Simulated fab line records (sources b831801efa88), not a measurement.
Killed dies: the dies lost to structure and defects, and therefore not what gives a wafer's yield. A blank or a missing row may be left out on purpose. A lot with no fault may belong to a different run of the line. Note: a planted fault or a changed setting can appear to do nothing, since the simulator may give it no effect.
Chamber matching -- flow gf180mcu -- pecvd-03 running GF_CONTACT_CVD_02: 3 sister chambers
The step deposits SiO2 from TEOS, target thk 860 nm, time 95.992 s. 14 wafers are shown with their chamber, then 7 later ones without.

## WAFERS PAIRED WITH THEIR CHAMBERS
wafer,chamber,heater-power-w (W)
L916.3,2,545
L916.5,2,609
L916.6,1,718
L917.2,1,732
L917.3,2,670
L917.4,0,650
L919.2,2,617
L919.4,1,728
L919.6,0,532
L922.3,1,758
L922.4,0,654
L922.6,0,519
L925.1,1,688
L925.2,2,675

SIGNATURES (means of the wafers above)
reading,chamber 0,chamber 1,chamber 2,scatter within a chamber
heater-power-w,588.75,724.80,623.20,52.1
Rule: for each reading, subtract the chamber's mean from the wafer's reading, divide by that reading's scatter and square the result; add these up over the readings and take the root, which gives the wafer's distance from the chamber. The wafer belongs to the nearest chamber; if the next one is less than 2 further off, it can't be placed. How the scatter is found: for the shown wafers, subtract from each reading the mean of its chamber, square and add these, divide the total by (wafers less chambers), then take the root.

## WAFERS WHOSE CHAMBER IS MISSING
wafer,heater-power-w (W)
L925.5,541
L926.4,661
L926.5,629
L926.6,758
L936.1,599
L936.2,743
L936.6,783

## EACH ONE'S CHAMBER
wafer,from the rows above,in truth
L925.5,can't be placed: 0 or 2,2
L926.4,can't be placed: 2 or 1 or 0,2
L926.5,can't be placed: 2 or 0 or 1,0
L926.6,can't be placed: 1 or 2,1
L936.1,can't be placed: 0 or 2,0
L936.2,can't be placed: 1 or 2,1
L936.6,can't be placed: 1 or 2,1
Correctly placed: 0 of 7. Not placeable from these rows: 7 (in 7, the candidates include the true chamber). Placed wrongly: 0.
